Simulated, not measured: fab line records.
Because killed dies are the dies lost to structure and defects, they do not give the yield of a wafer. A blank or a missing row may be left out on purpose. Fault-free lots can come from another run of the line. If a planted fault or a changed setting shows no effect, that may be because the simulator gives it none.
Chamber matching -- flow gf180mcu -- 3 sister chambers for GF_V5_CVD_02 on pecvd-03
The step deposits SiO2 from TEOS, target thk 1450 nm, time 163.28 s. 6 wafers are shown with their chamber, then 7 later ones without.

WAFERS, EACH WITH ITS CHAMBER
wafer,chamber,heater_power_w (W),rf_fwd_power_W (W)
L760.2,0,842,597.0
L772.1,1,496,598.2
L772.3,0,796,597.5
L772.6,1,576,593.9
L775.2,2,489,598.4
L775.5,2,402,600.6

WAFERS WHOSE CHAMBER IS MISSING
wafer,heater_power_w (W),rf_fwd_power_W (W)
L775.6,595,593.9
L778.2,599,593.6
L778.4,504,597.8
L778.6,489,597.3
L780.1,802,599.2
L780.3,436,599.4
L780.5,501,598.5

WHICH CHAMBER EACH WENT THROUGH
wafer,from the rows above,in truth
L775.6,1,1
L778.2,1,1
L778.4,can't be placed: 1 or 2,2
L778.6,can't be placed: 1 or 2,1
L780.1,0,0
L780.3,2,2
L780.5,can't be placed: 2 or 1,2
Correctly placed: 4 of 7. Cannot be placed on the basis of these rows: 3; the candidates contain the true chamber in 3. Placed wrongly: 0.
How it was worked out, from the rows above alone: a wafer's distance from a chamber is the root of the sum, over the readings, of the square of ((its reading less the chamber's mean) divided by the reading's scatter). If the next closest chamber is less than 2 further off than the closest, the wafer can't be placed; otherwise it belongs to the closest. The mean given for a chamber averages the wafers shown for that chamber. The scatter: take each reading less its chamber's mean, square it, sum over the shown wafers, divide by the number of wafers less the number of chambers, and take the root.
